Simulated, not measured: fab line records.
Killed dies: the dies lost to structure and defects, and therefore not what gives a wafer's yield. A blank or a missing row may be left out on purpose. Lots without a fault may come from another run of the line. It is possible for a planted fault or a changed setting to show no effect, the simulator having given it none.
fab line records / flow gf180mcu
record: lots: 5 wafers: 15 lastDay: 34
route steps=602 shown M3@412
lots that met no fault: taken from a fault-free run of the same line
startH: hours from the record's opening day to when the first of the lot's shown wafers began / waitH: how many hours have passed since the lot's step before this one / " identical to the entry in the row above / L1.1+2: a row that stands for several wafers / - no value present, or no start provided / * or withheld: withheld / < > ~ a bound
route shown NAME@n: NAME is a module with steps in the file, n the number in the route of the first one / usual: the fault-free wafers' mean and standard deviation / same: alike in all rows / chamber/n: place in a boat / sites: per-site readings / _std_site: the values' standard deviation / _edge_site: outer sites' mean less inner sites' / radiusMm: how far each site lies from the wafer's centre / mask NAME#n: copy n / behind: the most recent tool/chamber to have shaped the wafer / hold: why the lot went on hold/how many hours it stayed there/how the hold came to an end / device: the transistor (n, p or np) that didn't switch / end of line: the tests these same wafers got at the end of their route / for a step that has no rows: nothing shown but its recipe / killed: the dies lost at the first sort to structure and to defects; this is not the yield of the wafer / map: a wafer's dies, marking killed ones x, the rest . and places with no die _
set.NAME: the setting as run; set.NAME@STEP: as run at that earlier step / model.NAME: the simulator's own value behind a step, which no gauge read
a table for each step, a row for each wafer; lots at some steps of the route
services: when a tool's chamber went out of use (startH, in hours from the record's first day, below 0 if earlier), for how many hours, and the reason
== steps ==
step: GF_M3_SPUTTER_03
recipe: material: Ti targetThkNm: 10 substrateTempC: 300 chamberPressurePa: 0.3 powerW: 3000 timeS: 6.7
usual: chamberPressurePa: 0.3000/0.00058 throttleValvePct: 30.4/0.91
lot.wafer=L080.3 tool=pvdSputter-02 chamber=- startH=513.83 waitH=0.0 chamberPressurePa=0.3000 throttleValvePct=30.9
lot.wafer=L080.5 tool=pvdSputter-02 chamber=- startH=513.83 waitH=0.0 chamberPressurePa=0.2997 throttleValvePct=31.2
lot.wafer=L080.6 tool=pvdSputter-02 chamber=- startH=513.83 waitH=0.0 chamberPressurePa=0.3001 throttleValvePct=31.2
lot.wafer=L081.1 tool=pvdSputter-02 chamber=- startH=528.37 waitH=0.0 chamberPressurePa=0.2998 throttleValvePct=31.3
lot.wafer=L081.3 tool=pvdSputter-02 chamber=- startH=528.37 waitH=0.0 chamberPressurePa=0.3004 throttleValvePct=30.7
lot.wafer=L081.5 tool=pvdSputter-02 chamber=- startH=528.37 waitH=0.0 chamberPressurePa=0.3001 throttleValvePct=30.7
lot.wafer=L083.2 tool=pvdSputter-02 chamber=- startH=545.67 waitH=0.0 chamberPressurePa=0.2992 throttleValvePct=31.4
lot.wafer=L083.3 tool=pvdSputter-02 chamber=- startH=545.67 waitH=0.0 chamberPressurePa=0.2999 throttleValvePct=29.4
lot.wafer=L083.5 tool=pvdSputter-02 chamber=- startH=545.67 waitH=0.0 chamberPressurePa=0.3002 throttleValvePct=31.1
lot.wafer=L086.2 tool=pvdSputter-02 chamber=- startH=574.36 waitH=0.0 chamberPressurePa=0.2999 throttleValvePct=31.1
lot.wafer=L086.3 tool=pvdSputter-02 chamber=- startH=574.36 waitH=0.0 chamberPressurePa=0.2994 throttleValvePct=31.5
lot.wafer=L086.6 tool=pvdSputter-02 chamber=- startH=574.36 waitH=0.0 chamberPressurePa=0.2991 throttleValvePct=29.6
lot.wafer=L097.2 tool=pvdSputter-04 chamber=- startH=650.35 waitH=0.0 chamberPressurePa=0.2991 throttleValvePct=29.0
lot.wafer=L097.3 tool=pvdSputter-04 chamber=- startH=650.35 waitH=0.0 chamberPressurePa=0.2997 throttleValvePct=31.1
lot.wafer=L097.5 tool=pvdSputter-04 chamber=- startH=650.35 waitH=0.0 chamberPressurePa=0.2991 throttleValvePct=29.2
step: GF_M3_SPUTTER_04
recipe: material: TiN targetThkNm: 50 powerW: 6500 timeS: 41.7 chamberPressurePa: 0.4
usual: chamberPressurePa: 0.4001/0.00083 throttleValvePct: 30.4/0.93
lot.wafer=L080.3 tool=pvdSputter-02 chamber=- startH=513.85 waitH=0.0 chamberPressurePa=0.3986 throttleValvePct=31.3
lot.wafer=L080.5 tool=pvdSputter-02 chamber=- startH=513.85 waitH=0.0 chamberPressurePa=0.4017 throttleValvePct=31.3
lot.wafer=L080.6 tool=pvdSputter-02 chamber=- startH=513.85 waitH=0.0 chamberPressurePa=0.4001 throttleValvePct=31.1
lot.wafer=L081.1 tool=pvdSputter-02 chamber=- startH=528.39 waitH=0.0 chamberPressurePa=0.4000 throttleValvePct=31.2
lot.wafer=L081.3 tool=pvdSputter-02 chamber=- startH=528.39 waitH=0.0 chamberPressurePa=0.3995 throttleValvePct=30.5
lot.wafer=L081.5 tool=pvdSputter-02 chamber=- startH=528.39 waitH=0.0 chamberPressurePa=0.4003 throttleValvePct=30.7
lot.wafer=L083.2 tool=pvdSputter-02 chamber=- startH=545.69 waitH=0.0 chamberPressurePa=0.4009 throttleValvePct=31.3
lot.wafer=L083.3 tool=pvdSputter-02 chamber=- startH=545.69 waitH=0.0 chamberPressurePa=0.3989 throttleValvePct=29.2
lot.wafer=L083.5 tool=pvdSputter-02 chamber=- startH=545.69 waitH=0.0 chamberPressurePa=0.4002 throttleValvePct=31.4
lot.wafer=L086.2 tool=pvdSputter-02 chamber=- startH=574.38 waitH=0.0 chamberPressurePa=0.3990 throttleValvePct=31.2
lot.wafer=L086.3 tool=pvdSputter-02 chamber=- startH=574.38 waitH=0.0 chamberPressurePa=0.4009 throttleValvePct=31.3
lot.wafer=L086.6 tool=pvdSputter-02 chamber=- startH=574.38 waitH=0.0 chamberPressurePa=0.4005 throttleValvePct=29.3
lot.wafer=L097.2 tool=pvdSputter-04 chamber=- startH=650.37 waitH=0.0 chamberPressurePa=0.3987 throttleValvePct=29.2
lot.wafer=L097.3 tool=pvdSputter-04 chamber=- startH=650.37 waitH=0.0 chamberPressurePa=0.4013 throttleValvePct=31.2
lot.wafer=L097.5 tool=pvdSputter-04 chamber=- startH=650.37 waitH=0.0 chamberPressurePa=0.3996 throttleValvePct=29.0
step: GF_M3_RS_MEAS_05
recipe: thkMeasGauge: four-point-probe reads: TiN_of_M3_SPUTTER_04+Ti_of_M3_SPUTTER_03+AlCu_of_M3_SPUTTER_02+TiN_of_M3_SPUTTER_01+Ti_of_M3_SPUTTER_00
usual: M3_ALCU_RS: 0.0696/0.00081
lot.wafer=L080.3 tool=filmMetro-03 chamber=- startH=513.93 waitH=0.1 M3_ALCU_RS[ohm/sq]=0.0691
lot.wafer=L080.5 tool=filmMetro-03 chamber=- startH=513.93 waitH=0.1 M3_ALCU_RS[ohm/sq]=0.0687
lot.wafer=L080.6 tool=filmMetro-03 chamber=- startH=513.93 waitH=0.1 M3_ALCU_RS[ohm/sq]=0.0687
lot.wafer=L081.1 tool=filmMetro-04 chamber=- startH=528.50 waitH=0.1 M3_ALCU_RS[ohm/sq]=0.0690
lot.wafer=L081.3 tool=filmMetro-04 chamber=- startH=528.50 waitH=0.1 M3_ALCU_RS[ohm/sq]=0.0693
lot.wafer=L081.5 tool=filmMetro-04 chamber=- startH=528.50 waitH=0.1 M3_ALCU_RS[ohm/sq]=0.0699
lot.wafer=L083.2 tool=filmMetro-04 chamber=- startH=545.75 waitH=0.0 M3_ALCU_RS[ohm/sq]=0.0699
lot.wafer=L083.3 tool=filmMetro-04 chamber=- startH=545.75 waitH=0.0 M3_ALCU_RS[ohm/sq]=0.0701
lot.wafer=L083.5 tool=filmMetro-04 chamber=- startH=545.75 waitH=0.0 M3_ALCU_RS[ohm/sq]=0.0692
lot.wafer=L086.2 tool=filmMetro-03 chamber=- startH=574.44 waitH=0.0 M3_ALCU_RS[ohm/sq]=0.0705
lot.wafer=L086.3 tool=filmMetro-03 chamber=- startH=574.44 waitH=0.0 M3_ALCU_RS[ohm/sq]=0.0702
lot.wafer=L086.6 tool=filmMetro-03 chamber=- startH=574.44 waitH=0.0 M3_ALCU_RS[ohm/sq]=0.0704
lot.wafer=L097.2 tool=filmMetro-01 chamber=- startH=650.43 waitH=0.0 M3_ALCU_RS[ohm/sq]=0.0693
lot.wafer=L097.3 tool=filmMetro-01 chamber=- startH=650.43 waitH=0.0 M3_ALCU_RS[ohm/sq]=0.0700
lot.wafer=L097.5 tool=filmMetro-01 chamber=- startH=650.43 waitH=0.0 M3_ALCU_RS[ohm/sq]=0.0691
step: GF_M3_THK_MEAS_06
recipe: thkMeasGauge: xrf reads: AlCu_of_M3_SPUTTER_02
usual: M3_ALCU_THK: 446/5.3
lot.wafer=L080.3 tool=filmMetro-03 chamber=- startH=514.03 waitH=0.1 M3_ALCU_THK[nm]=448
lot.wafer=L080.5 tool=filmMetro-03 chamber=- startH=514.03 waitH=0.1 M3_ALCU_THK[nm]=454
lot.wafer=L080.6 tool=filmMetro-03 chamber=- startH=514.03 waitH=0.1 M3_ALCU_THK[nm]=453
lot.wafer=L081.1 tool=filmMetro-04 chamber=- startH=528.62 waitH=0.1 M3_ALCU_THK[nm]=445
lot.wafer=L081.3 tool=filmMetro-04 chamber=- startH=528.62 waitH=0.1 M3_ALCU_THK[nm]=445
lot.wafer=L081.5 tool=filmMetro-04 chamber=- startH=528.62 waitH=0.1 M3_ALCU_THK[nm]=444
lot.wafer=L083.2 tool=filmMetro-04 chamber=- startH=545.86 waitH=0.1 M3_ALCU_THK[nm]=444
lot.wafer=L083.3 tool=filmMetro-04 chamber=- startH=545.86 waitH=0.1 M3_ALCU_THK[nm]=442
lot.wafer=L083.5 tool=filmMetro-04 chamber=- startH=545.86 waitH=0.1 M3_ALCU_THK[nm]=448
lot.wafer=L086.2 tool=filmMetro-03 chamber=- startH=574.55 waitH=0.1 M3_ALCU_THK[nm]=439
lot.wafer=L086.3 tool=filmMetro-03 chamber=- startH=574.55 waitH=0.1 M3_ALCU_THK[nm]=440
lot.wafer=L086.6 tool=filmMetro-03 chamber=- startH=574.55 waitH=0.1 M3_ALCU_THK[nm]=438
lot.wafer=L097.2 tool=filmMetro-01 chamber=- startH=650.54 waitH=0.1 M3_ALCU_THK[nm]=450
lot.wafer=L097.3 tool=filmMetro-01 chamber=- startH=650.54 waitH=0.1 M3_ALCU_THK[nm]=445
lot.wafer=L097.5 tool=filmMetro-01 chamber=- startH=650.54 waitH=0.1 M3_ALCU_THK[nm]=450
step: GF_M3_DEHYDRATE_07
recipe: tempC: 200 timeS: 60
lot.wafer=L080.3+5+6 tool=lithoTrack-03 chamber=0 startH=525.20 waitH=11.2
lot.wafer=L081.1+3+5 tool=lithoTrack-03 chamber=0 startH=538.85 waitH=10.2
lot.wafer=L083.2+3+5 tool=lithoTrack-02 chamber=0 startH=556.58 waitH=10.7
lot.wafer=L086.2+3+6 tool=lithoTrack-02 chamber=0 startH=584.58 waitH=10.0
lot.wafer=L097.2+3+5 tool=lithoTrack-01 chamber=0 startH=660.20 waitH=9.6
step: GF_M3_HMDS_08
recipe: primeTimeS: 60 primeTempC: 120
lot.wafer=L080.3+5+6 tool=lithoTrack-03 chamber=0 startH=525.35 waitH=0.1
lot.wafer=L081.1+3+5 tool=lithoTrack-03 chamber=0 startH=539.00 waitH=0.1
lot.wafer=L083.2+3+5 tool=lithoTrack-02 chamber=0 startH=556.73 waitH=0.1
lot.wafer=L086.2+3+6 tool=lithoTrack-02 chamber=0 startH=584.73 waitH=0.1
lot.wafer=L097.2+3+5 tool=lithoTrack-01 chamber=0 startH=660.35 waitH=0.1
step: GF_M3_COAT_09
recipe: resist: KrF spinRpm: withheld resistThkNm: 1000
lot.wafer=L080.3+5+6 tool=lithoTrack-03 chamber=0 startH=525.50 waitH=0.1
lot.wafer=L081.1+3+5 tool=lithoTrack-03 chamber=0 startH=539.15 waitH=0.1
lot.wafer=L083.2+3+5 tool=lithoTrack-02 chamber=0 startH=556.88 waitH=0.1
lot.wafer=L086.2+3+6 tool=lithoTrack-02 chamber=0 startH=584.88 waitH=0.1
lot.wafer=L097.2+3+5 tool=lithoTrack-01 chamber=0 startH=660.50 waitH=0.1
step: GF_M3_SOFTBAKE_10
recipe: tempC: 130 timeS: 60 resist: KrF
lot.wafer=L080.3+5+6 tool=lithoTrack-03 chamber=0 startH=525.65 waitH=0.1
lot.wafer=L081.1+3+5 tool=lithoTrack-03 chamber=0 startH=539.30 waitH=0.1
lot.wafer=L083.2+3+5 tool=lithoTrack-02 chamber=0 startH=557.03 waitH=0.1
lot.wafer=L086.2+3+6 tool=lithoTrack-02 chamber=0 startH=585.03 waitH=0.1
lot.wafer=L097.2+3+5 tool=lithoTrack-01 chamber=0 startH=660.65 waitH=0.1
step: GF_M3_EXPOSE_11
recipe: maskId: Metal3 targetCdNm: 280 na: 0.68 sourceShape: conventional sigmaOuter: 0.6 doseMj: 28
same: sigmaOuter: 0.6
lot.wafer=L080.3+5+6 tool=krfScanner-02 chamber=0 startH=- waitH=- mask=Metal3#0
lot.wafer=L081.1+3+5 tool=krfScanner-01 chamber=0 startH=- waitH=- mask=Metal3#0
lot.wafer=L083.2+3+5 tool=krfScanner-01 chamber=0 startH=- waitH=- mask=Metal3#0
lot.wafer=L086.2+3+6 tool=krfScanner-02 chamber=0 startH=- waitH=- mask=Metal3#0
lot.wafer=L097.2+3+5 tool=krfScanner-02 chamber=0 startH=- waitH=- mask=Metal3#0
step: GF_M3_PEB_12
recipe: pebTempC: 135 pebTimeS: 90 resist: KrF
lot.wafer=L080.3+5+6 tool=lithoTrack-02 chamber=0 startH=- waitH=-
lot.wafer=L081.1+3+5 tool=lithoTrack-03 chamber=0 startH=- waitH=-
lot.wafer=L083.2+3+5 tool=lithoTrack-01 chamber=0 startH=- waitH=-
lot.wafer=L086.2+3+6 tool=lithoTrack-02 chamber=0 startH=- waitH=-
lot.wafer=L097.2+3+5 tool=lithoTrack-02 chamber=0 startH=- waitH=-
step: GF_M3_DEVELOP_13
recipe: developTimeS: 60 devTempC: 21
lot.wafer=L080.3+5+6 tool=lithoTrack-02 chamber=0 startH=537.00 waitH=0.1
lot.wafer=L081.1+3+5 tool=lithoTrack-03 chamber=0 startH=550.25 waitH=0.2
lot.wafer=L083.2+3+5 tool=lithoTrack-01 chamber=0 startH=567.95 waitH=0.2
lot.wafer=L086.2+3+6 tool=lithoTrack-02 chamber=0 startH=594.98 waitH=0.2
lot.wafer=L097.2+3+5 tool=lithoTrack-02 chamber=0 startH=670.13 waitH=0.2
step: GF_M3_CD_MEAS_14
recipe: targetCdNm: 280
usual: cdNm: 280.1/1.2
lot.wafer=L080.3 tool=cdSem-01 chamber=- startH=537.14 waitH=0.1 cdNm=281.2
lot.wafer=L080.5 tool=cdSem-01 chamber=- startH=537.14 waitH=0.1 cdNm=280.5
lot.wafer=L080.6 tool=cdSem-01 chamber=- startH=537.14 waitH=0.1 cdNm=279.5
lot.wafer=L081.1 tool=cdSem-01 chamber=- startH=550.40 waitH=0.1 cdNm=280.6
lot.wafer=L081.3 tool=cdSem-01 chamber=- startH=550.40 waitH=0.1 cdNm=281.2
lot.wafer=L081.5 tool=cdSem-01 chamber=- startH=550.40 waitH=0.1 cdNm=280.8
lot.wafer=L083.2 tool=cdSem-02 chamber=- startH=568.09 waitH=0.1 cdNm=279.9
lot.wafer=L083.3 tool=cdSem-02 chamber=- startH=568.09 waitH=0.1 cdNm=278.9
lot.wafer=L083.5 tool=cdSem-02 chamber=- startH=568.09 waitH=0.1 cdNm=279.5
lot.wafer=L086.2 tool=cdSem-02 chamber=- startH=595.12 waitH=0.1 cdNm=277.8
lot.wafer=L086.3 tool=cdSem-02 chamber=- startH=595.12 waitH=0.1 cdNm=279.1
lot.wafer=L086.6 tool=cdSem-02 chamber=- startH=595.12 waitH=0.1 cdNm=278.1
lot.wafer=L097.2 tool=cdSem-02 chamber=- startH=670.27 waitH=0.1 cdNm=280.6
lot.wafer=L097.3 tool=cdSem-02 chamber=- startH=670.27 waitH=0.1 cdNm=280.2
lot.wafer=L097.5 tool=cdSem-02 chamber=- startH=670.27 waitH=0.1 cdNm=281.1
step: GF_M3_OVL_MEAS_15
usual: M3_OVL: 0/4.6
lot.wafer=L080.3 tool=overlay-02 chamber=- startH=537.23 waitH=0.1 M3_OVL[nm]=1
lot.wafer=L080.5 tool=overlay-02 chamber=- startH=537.23 waitH=0.1 M3_OVL[nm]=1
lot.wafer=L080.6 tool=overlay-02 chamber=- startH=537.23 waitH=0.1 M3_OVL[nm]=3
lot.wafer=L081.1 tool=overlay-02 chamber=- startH=550.52 waitH=0.1 M3_OVL[nm]=0
lot.wafer=L081.3 tool=overlay-02 chamber=- startH=550.52 waitH=0.1 M3_OVL[nm]=0
lot.wafer=L081.5 tool=overlay-02 chamber=- startH=550.52 waitH=0.1 M3_OVL[nm]=-2
lot.wafer=L083.2 tool=overlay-01 chamber=- startH=568.20 waitH=0.1 M3_OVL[nm]=2
lot.wafer=L083.3 tool=overlay-01 chamber=- startH=568.20 waitH=0.1 M3_OVL[nm]=-6
lot.wafer=L083.5 tool=overlay-01 chamber=- startH=568.20 waitH=0.1 M3_OVL[nm]=-3
lot.wafer=L086.2 tool=overlay-02 chamber=- startH=595.23 waitH=0.1 M3_OVL[nm]=-2
lot.wafer=L086.3 tool=overlay-02 chamber=- startH=595.23 waitH=0.1 M3_OVL[nm]=-2
lot.wafer=L086.6 tool=overlay-02 chamber=- startH=595.23 waitH=0.1 M3_OVL[nm]=2
lot.wafer=L097.2 tool=overlay-02 chamber=- startH=670.38 waitH=0.1 M3_OVL[nm]=9
lot.wafer=L097.3 tool=overlay-02 chamber=- startH=670.38 waitH=0.1 M3_OVL[nm]=7
lot.wafer=L097.5 tool=overlay-02 chamber=- startH=670.38 waitH=0.1 M3_OVL[nm]=0
step: GF_M3_METAL_ETCH_16
recipe: chemistry: Cl2/BCl3 maskMaterial: KrF targetDepthNm: 750.8 stopOn: SiO2 pressureMtorr: 8 icpW: 800 biasW: 140 Cl2_flow_sccm: 80 bcl3FlowSccm: 40 timeS: 125.1
usual: drypumpMotorCurrentA: 5.8/0.33 oesProductAu: 0.987/0.0059 throttleValvePct: 28.232/0.01
lot.wafer=L080.3 tool=rieMetal-01 chamber=1 startH=537.30 waitH=0.1 drypumpMotorCurrentA=5.9 oesProductAu=0.999 rfHoursCounterH=- throttleValvePct=28.224
lot.wafer=L080.5 tool=rieMetal-01 chamber=0 startH=537.30 waitH=0.1 drypumpMotorCurrentA=5.9 oesProductAu=0.985 rfHoursCounterH=- throttleValvePct=28.227
lot.wafer=L080.6 tool=rieMetal-01 chamber=1 startH=537.30 waitH=0.1 drypumpMotorCurrentA=5.9 oesProductAu=0.992 rfHoursCounterH=- throttleValvePct=28.213
lot.wafer=L081.1 tool=rieMetal-04 chamber=1 startH=550.55 waitH=0.0 drypumpMotorCurrentA=5.4 oesProductAu=0.994 rfHoursCounterH=11 throttleValvePct=28.233
lot.wafer=L081.3 tool=rieMetal-04 chamber=0 startH=550.55 waitH=0.0 drypumpMotorCurrentA=6.1 oesProductAu=0.983 rfHoursCounterH=- throttleValvePct=28.225
lot.wafer=L081.5 tool=rieMetal-04 chamber=0 startH=550.55 waitH=0.0 drypumpMotorCurrentA=6.1 oesProductAu=0.981 rfHoursCounterH=- throttleValvePct=28.232
lot.wafer=L083.2 tool=rieMetal-01 chamber=1 startH=568.23 waitH=0.0 drypumpMotorCurrentA=5.9 oesProductAu=0.992 rfHoursCounterH=11 throttleValvePct=28.234
lot.wafer=L083.3 tool=rieMetal-01 chamber=1 startH=568.23 waitH=0.0 drypumpMotorCurrentA=5.9 oesProductAu=0.988 rfHoursCounterH=- throttleValvePct=28.227
lot.wafer=L083.5 tool=rieMetal-01 chamber=1 startH=568.23 waitH=0.0 drypumpMotorCurrentA=5.9 oesProductAu=0.992 rfHoursCounterH=- throttleValvePct=28.233
lot.wafer=L086.2 tool=rieMetal-03 chamber=0 startH=595.26 waitH=0.0 drypumpMotorCurrentA=6.5 oesProductAu=0.974 rfHoursCounterH=12 throttleValvePct=28.244
lot.wafer=L086.3 tool=rieMetal-03 chamber=0 startH=595.26 waitH=0.0 drypumpMotorCurrentA=6.5 oesProductAu=0.990 rfHoursCounterH=- throttleValvePct=28.249
lot.wafer=L086.6 tool=rieMetal-03 chamber=0 startH=595.26 waitH=0.0 drypumpMotorCurrentA=6.5 oesProductAu=0.984 rfHoursCounterH=- throttleValvePct=28.250
lot.wafer=L097.2 tool=rieMetal-04 chamber=1 startH=670.41 waitH=0.0 drypumpMotorCurrentA=5.4 oesProductAu=0.995 rfHoursCounterH=1 throttleValvePct=28.225
lot.wafer=L097.3 tool=rieMetal-04 chamber=1 startH=670.41 waitH=0.0 drypumpMotorCurrentA=5.4 oesProductAu=0.985 rfHoursCounterH=- throttleValvePct=28.218
lot.wafer=L097.5 tool=rieMetal-04 chamber=0 startH=670.41 waitH=0.0 drypumpMotorCurrentA=6.1 oesProductAu=0.985 rfHoursCounterH=- throttleValvePct=28.235
step: GF_M3_STRIP_17
recipe: chemistry: O2/N2 powerW: 1400 pressureMtorr: 1500 platenTempC: 250 o2FlowSccm: 3000 n2FlowSccm: 300 overashFraction: 0.5
usual: drypumpMotorCurrentA: 5.55/0.29 heaterPowerW: 324/28 oesProductAu: 0.538/0.0053 stripTimeToEndpointS: 7.41/0.049
lot.wafer=L080.3 tool=plasmaAsher-01 chamber=1 startH=537.42 waitH=0.1 drypumpMotorCurrentA=5.78 heaterPowerW=364 oesProductAu=0.541 rfHoursCounterH=- stripTimeToEndpointS=7.41
lot.wafer=L080.5 tool=plasmaAsher-01 chamber=1 startH=537.42 waitH=0.1 drypumpMotorCurrentA=5.77 heaterPowerW=358 oesProductAu=0.543 rfHoursCounterH=- stripTimeToEndpointS=7.40
lot.wafer=L080.6 tool=plasmaAsher-01 chamber=0 startH=537.42 waitH=0.1 drypumpMotorCurrentA=5.75 heaterPowerW=298 oesProductAu=0.534 rfHoursCounterH=- stripTimeToEndpointS=7.37
lot.wafer=L081.1 tool=plasmaAsher-02 chamber=0 startH=550.68 waitH=0.1 drypumpMotorCurrentA=5.41 heaterPowerW=291 oesProductAu=0.539 rfHoursCounterH=44 stripTimeToEndpointS=7.36
lot.wafer=L081.3 tool=plasmaAsher-02 chamber=1 startH=550.68 waitH=0.1 drypumpMotorCurrentA=5.14 heaterPowerW=313 oesProductAu=0.539 rfHoursCounterH=- stripTimeToEndpointS=7.44
lot.wafer=L081.5 tool=plasmaAsher-02 chamber=0 startH=550.68 waitH=0.1 drypumpMotorCurrentA=5.41 heaterPowerW=292 oesProductAu=0.547 rfHoursCounterH=- stripTimeToEndpointS=7.44
lot.wafer=L083.2 tool=plasmaAsher-03 chamber=0 startH=568.36 waitH=0.1 drypumpMotorCurrentA=6.10 heaterPowerW=375 oesProductAu=0.536 rfHoursCounterH=98 stripTimeToEndpointS=7.36
lot.wafer=L083.3 tool=plasmaAsher-03 chamber=1 startH=568.36 waitH=0.1 drypumpMotorCurrentA=5.31 heaterPowerW=333 oesProductAu=0.535 rfHoursCounterH=- stripTimeToEndpointS=7.39
lot.wafer=L083.5 tool=plasmaAsher-03 chamber=1 startH=568.36 waitH=0.1 drypumpMotorCurrentA=5.29 heaterPowerW=341 oesProductAu=0.536 rfHoursCounterH=- stripTimeToEndpointS=7.33
lot.wafer=L086.2 tool=plasmaAsher-02 chamber=0 startH=595.39 waitH=0.1 drypumpMotorCurrentA=5.40 heaterPowerW=290 oesProductAu=0.553 rfHoursCounterH=50 stripTimeToEndpointS=7.52
lot.wafer=L086.3 tool=plasmaAsher-02 chamber=0 startH=595.39 waitH=0.1 drypumpMotorCurrentA=5.40 heaterPowerW=292 oesProductAu=0.532 rfHoursCounterH=- stripTimeToEndpointS=7.49
lot.wafer=L086.6 tool=plasmaAsher-02 chamber=0 startH=595.39 waitH=0.1 drypumpMotorCurrentA=5.39 heaterPowerW=292 oesProductAu=0.542 rfHoursCounterH=- stripTimeToEndpointS=7.48
lot.wafer=L097.2 tool=plasmaAsher-02 chamber=0 startH=670.54 waitH=0.1 drypumpMotorCurrentA=5.41 heaterPowerW=295 oesProductAu=0.540 rfHoursCounterH=60 stripTimeToEndpointS=7.34
lot.wafer=L097.3 tool=plasmaAsher-02 chamber=1 startH=670.54 waitH=0.1 drypumpMotorCurrentA=5.16 heaterPowerW=316 oesProductAu=0.546 rfHoursCounterH=- stripTimeToEndpointS=7.37
lot.wafer=L097.5 tool=plasmaAsher-02 chamber=0 startH=670.54 waitH=0.1 drypumpMotorCurrentA=5.38 heaterPowerW=289 oesProductAu=0.536 rfHoursCounterH=- stripTimeToEndpointS=7.39
step: GF_M3_STRIP_18
recipe: chemistry: postEtchResidueRemover timeS: 1200 tempC: 72.5
lot.wafer=L080.3+5+6 tool=wetBench-02 chamber=1 startH=537.49 waitH=0.0
lot.wafer=L081.1+3+5 tool=wetBench-04 chamber=2 startH=550.78 waitH=0.1
lot.wafer=L083.2+3+5 tool=wetBench-01 chamber=1 startH=568.46 waitH=0.1
lot.wafer=L086.2+3+6 tool=wetBench-01 chamber=3 startH=595.49 waitH=0.1
lot.wafer=L097.2+3+5 tool=wetBench-02 chamber=0 startH=670.64 waitH=0.1
== services ==
tool=plasmaAsher-02 chamber=- startH=493.62 hours=14.6 kind=pm
tool=rieMetal-04 chamber=1 startH=496.13 hours=2.6 kind=repair
tool=krfScanner-01 chamber=- startH=502.37 hours=1.0 kind=pm
tool=rieMetal-03 chamber=1 startH=503.51 hours=11.7 kind=repair
tool=rieMetal-04 chamber=1 startH=516.38 hours=8.0 kind=repair
tool=rieMetal-01 chamber=- startH=517.24 hours=0.3 kind=repair
tool=pvdSputter-04 chamber=- startH=517.86 hours=4.6 kind=repair
tool=krfScanner-01 chamber=- startH=522.00 hours=11.6 kind=pm
tool=krfScanner-02 chamber=- startH=523.30 hours=0.5 kind=repair
tool=pvdSputter-04 chamber=- startH=525.73 hours=5.1 kind=repair
tool=pvdSputter-02 chamber=2 startH=535.16 hours=- kind=consumableReplace:kit
tool=pvdSputter-02 chamber=2 startH=535.16 hours=18.0 kind=scheduledDown
tool=pvdSputter-02 chamber=2 startH=535.16 hours=18.0 kind=ventCycle
tool=rieMetal-03 chamber=0 startH=537.74 hours=6.0 kind=repair
tool=plasmaAsher-01 chamber=- startH=560.66 hours=2.8 kind=pm
tool=plasmaAsher-03 chamber=- startH=570.32 hours=38.0 kind=repair
tool=krfScanner-01 chamber=- startH=594.07 hours=1.3 kind=pm
tool=krfScanner-02 chamber=- startH=601.54 hours=0.8 kind=pm
tool=krfScanner-02 chamber=- startH=602.39 hours=1.3 kind=pm
tool=rieMetal-01 chamber=- startH=613.71 hours=0.7 kind=repair
tool=pvdSputter-02 chamber=1 startH=627.88 hours=- kind=consumableReplace:kit
tool=pvdSputter-02 chamber=1 startH=627.88 hours=18.0 kind=scheduledDown
tool=krfScanner-02 chamber=- startH=636.23 hours=1.0 kind=pm
tool=krfScanner-01 chamber=- startH=649.96 hours=0.8 kind=pm
== key ==
fault none
